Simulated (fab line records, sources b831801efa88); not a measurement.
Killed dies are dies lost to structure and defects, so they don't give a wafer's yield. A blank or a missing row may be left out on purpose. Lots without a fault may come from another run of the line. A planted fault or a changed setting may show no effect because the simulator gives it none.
A struck lot beside a sound one | flow sky130 | 25 steps out of a route of 708
Sound: wafers L543.1, L543.4, L543.6. Struck: wafer L549.5. (L549.2, L549.6 of the same lot were not struck and are left out.) The cause comes at the end.
At each step with rows: each side's tool, then ch and its chambers, then its first start. Under that, the readings that differ: sound wafers | struck wafers | difference of the means | sigmas: that difference in standard deviations of wafers without a fault.
alike: readings whose means differ by less than 2 such deviations, and words and numbers that are the same on both sides. not compared: withheld readings, readings that some wafer has no value for, bounds like >300 that may hide the same value, and numbers for which the record gives no deviation and whose values overlap.
The two part at a step that has a row with sigmas, a row that says differs or no value, or rows on one side only. Numbers that don't overlap but have no deviation are shown without sigmas and don't part them. A reading that every wafer of one side lacks parts them only if that side has two wafers or more.

first, 6 steps without rows for these wafers: SKY_LDD_HVP_HMDS_01 (prime time 60 s); SKY_LDD_HVP_COAT_02 (resist thk 300 nm); SKY_LDD_HVP_SOFTBAKE_03 (time 60 s); SKY_LDD_HVP_EXPOSE_04 (exposes mask HVPTM, target cd 700 nm); SKY_LDD_HVP_PEB_05; SKY_LDD_HVP_DEVELOP_06 (develop time 60 s).
SKY_LDD_HVP_OVL_MEAS_07:
  sound on overlay-02, day 24 19:19; struck on overlay-01, day 26 19:54
  alike: LDD_HVP_OVL
then, 1 step without rows for these wafers: SKY_LDD_HVP_IMPLANT_08.
SKY_LDD_HVP_STRIP_09: strips in O2/N2.
  sound on plasma_asher-02 ch 0, day 24 19:30; struck on plasma_asher-03 ch 0, day 26 20:05
  alike: chamber_pressure_mTorr, drypump_motor_current_A, oes_product_au, strip_time_to_endpoint_s
  not compared: rf_hours_counter_h
SKY_LDD_HVP_TW_MEAS_10:
  sound on film_metro-04, day 24 19:36; struck on film_metro-04, day 26 20:11
  alike: LDD_HVP_TW
then, 2 steps without rows for these wafers: SKY_LDD_LDN_DEHYDRATE_00 (time 60 s); SKY_LDD_LDN_HMDS_01 (prime time 60 s).
SKY_LDD_LDN_COAT_02: resist thk 1140 nm.
  sound on litho_track-02 ch 0, day 25 09:58; struck on litho_track-03 ch 0, day 27 10:14
  reading                                      | sound          | struck | difference | sigmas
  model.NOVOLAK_of_LDD_LDN_COAT_02.thk_nm (nm) | 1149 1143 1144 | 499.9  | -645.4     |
then, 3 steps without rows for these wafers: SKY_LDD_LDN_SOFTBAKE_03 (time 60 s); SKY_LDD_LDN_EXPOSE_04 (exposes mask LDNTM, target cd 700 nm); SKY_LDD_LDN_PEB_05.
SKY_LDD_LDN_DEVELOP_06: develop time 60 s.
  sound on litho_track-03 ch 0, day 26 00:46; struck on litho_track-03 ch 0, day 28 00:38
  reading                                      | sound             | struck | difference | sigmas
  developer_temp_C (C)                         | 22.98 22.85 22.82 | 23.11  | +0.23      | +2
  model.NOVOLAK_of_LDD_LDN_COAT_02.thk_nm (nm) | 1148 1142 1144    | 499.5  | -645.2     |
SKY_LDD_LDN_OVL_MEAS_07:
  sound on overlay-02, day 26 00:55; struck on overlay-01, day 28 00:46
  reading          | sound          | struck | difference | sigmas
  LDD_LDN_OVL (nm) | -1.7 -2.3 -4.2 | 0.1    | +2.8       | +2
then, 4 steps without rows for these wafers: SKY_LDD_LDN_IMPLANT_08; SKY_LDD_LDN_IMPLANT_09; SKY_LDD_LDN_IMPLANT_10; SKY_LDD_LDN_IMPLANT_11.
SKY_LDD_LDN_STRIP_12: strips in O2/N2.
  sound on plasma_asher-02 ch 0,1, day 26 01:33; struck on plasma_asher-02 ch 1, day 28 01:24
  reading                      | sound             | struck | difference | sigmas
  oes_product_au (a.u.)        | 0.707 0.718 0.719 | 0.510  | -0.205     | -44
  strip_time_to_endpoint_s (s) | 14.27 14.21 14.23 | 6.65   | -7.59      | -99 or more
  alike: chamber_pressure_mTorr, drypump_motor_current_A
  not compared: rf_hours_counter_h
SKY_LDD_LDN_TW_MEAS_13:
  sound on film_metro-03, day 26 01:39; struck on film_metro-01, day 28 01:31
  reading    | sound          | struck | difference | sigmas
  LDD_LDN_TW | 1480 1474 1481 | 1496   | +18        | +2
-- the record jumps here: 21 days lie between the struck wafers' starts before and after (it left off in module LDD_LDN and takes up again in module PAD_OPEN, whose first step shown is number 708 of the route) --
SKY_PAD_OPEN_PROBE_99:
  sound on prober-02, day 48 00:39; struck on prober-01, day 49 08:40
  reading             | sound     | struck | difference | sigmas
  killed_at_front_end | 12 19 23  | 38     | +20        | +5
  killed_dies         | 75 102 84 | 109    | +22        | +2
  alike: killed_at_M0_to_M3, killed_at_M4_up, killed_at_contacts, killed_at_other, killed_open, killed_short

WHERE THEY PART
First at SKY_LDD_LDN_DEVELOP_06; last, within this record, at SKY_PAD_OPEN_PROBE_99.

WHY: what the simulator had put in
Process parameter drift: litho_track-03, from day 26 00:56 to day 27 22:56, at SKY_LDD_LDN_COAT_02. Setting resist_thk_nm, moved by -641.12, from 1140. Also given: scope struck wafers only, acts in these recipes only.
